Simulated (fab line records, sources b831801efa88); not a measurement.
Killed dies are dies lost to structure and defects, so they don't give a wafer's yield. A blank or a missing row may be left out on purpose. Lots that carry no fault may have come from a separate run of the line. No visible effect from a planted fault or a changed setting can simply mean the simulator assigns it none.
2 desks looking at one fault || flow sky130 || only its own numbers are on each desk; what lay behind them is given at the end

FOR THE TOOL OWNER'S DESK: pvd_sputter-01
The tool's own readings at SKY_METAL5_SPUTTER_02 (material AlCu, target thk 1150 nm, time 61.2 s): means of the sampled wafers that have a number, for each lot that ran on this tool. Marked OUT: a lot whose mean sits more than 4 standard deviations from the usual mean, which makes it out of limits; the brackets give that distance.
Columns: A = cathode_dc_power_W at SKY_METAL5_SPUTTER_02, usual 10600 W; B = throttle_valve_pct at SKY_METAL5_SPUTTER_02, usual 30.1 %
{"lot": "L753", "first seen here": "day 44 07:28", "A": 10599, "B": 31.5}
{"lot": "L752", "first seen here": "day 44 15:30", "A": 10598, "B": 30.9}
{"lot": "L755", "first seen here": "day 44 18:26", "A": 10600, "B": 31.6}
{"lot": "L759", "first seen here": "day 45 22:32", "A": 10602, "B": 31.7}
{"lot": "L760", "first seen here": "day 46 03:51", "A": 10600, "B": 31.9}
This desk found nothing out of limits on any of the 5 lots.

THE METROLOGY DESK
What the gauges read, lot by lot, whatever tool the lot ran on: means of the sampled wafers that have a number. Marked OUT: a lot whose mean sits more than 4 standard deviations from the usual mean, which makes it out of limits; the brackets give that distance.
Columns: A = METAL5_ALCU_RS at SKY_METAL5_RS_MEAS_05, usual 0.0271 ohm/sq; B = METAL5_ALCU_THK at SKY_METAL5_THK_MEAS_06, usual 1123 nm
{"lot": "L753", "first seen here": "day 44 07:35", "A": 0.0272, "B": 1125}
{"lot": "L751", "first seen here": "day 44 11:49", "A": 0.0279, "B": 1090}
{"lot": "L752", "first seen here": "day 44 15:37", "A": 0.0268, "B": 1130}
{"lot": "L755", "first seen here": "day 44 18:36", "A": 0.0270, "B": 1126}
{"lot": "L759", "first seen here": "day 45 22:40", "A": "0.0241 (-8.6) OUT", "B": "1257 (+8.4) OUT"}
{"lot": "L760", "first seen here": "day 46 03:58", "A": "0.0242 (-8.3) OUT", "B": "1250 (+7.9) OUT"}
{"lot": "L761", "first seen here": "day 46 11:34", "A": 0.0273, "B": 1117}
{"lot": "L763", "first seen here": "day 46 18:01", "A": 0.0273, "B": 1111}
{"lot": "L765", "first seen here": "day 47 13:55", "A": 0.0271, "B": 1112}
{"lot": "L769", "first seen here": "day 48 10:46", "A": 0.0269, "B": 1139}
{"lot": "L771", "first seen here": "day 48 17:05", "A": 0.0269, "B": 1135}
This desk finds L759, L760 out of limits, with the earliest case on L759 at day 45 22:40 (METAL5_ALCU_RS at SKY_METAL5_RS_MEAS_05). In limits: L753, L751, L752, L755, L761, L763, L765, L769, L771.

TAKEN TOGETHER
L759, L760 would have let the metrology desk raise an alarm at day 45 22:40.
The tool owner's desk saw nothing out of limits.
Tool owner's desk: L759, L760 on record, inside its limits.
On pvd_sputter-01, each named lot ran SKY_METAL5_SPUTTER_02.

WHAT WAS PUT IN BY THE SIMULATOR
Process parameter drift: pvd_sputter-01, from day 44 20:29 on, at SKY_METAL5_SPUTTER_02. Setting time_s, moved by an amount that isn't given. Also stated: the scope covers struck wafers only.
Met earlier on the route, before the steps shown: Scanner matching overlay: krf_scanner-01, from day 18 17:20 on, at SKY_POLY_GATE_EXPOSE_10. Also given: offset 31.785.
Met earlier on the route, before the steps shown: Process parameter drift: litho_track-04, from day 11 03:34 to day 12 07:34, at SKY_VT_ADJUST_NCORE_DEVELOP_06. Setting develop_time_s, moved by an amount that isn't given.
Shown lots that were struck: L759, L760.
Delay in hours, fault start to first out-of-limits reading, per desk: metrology desk 26.
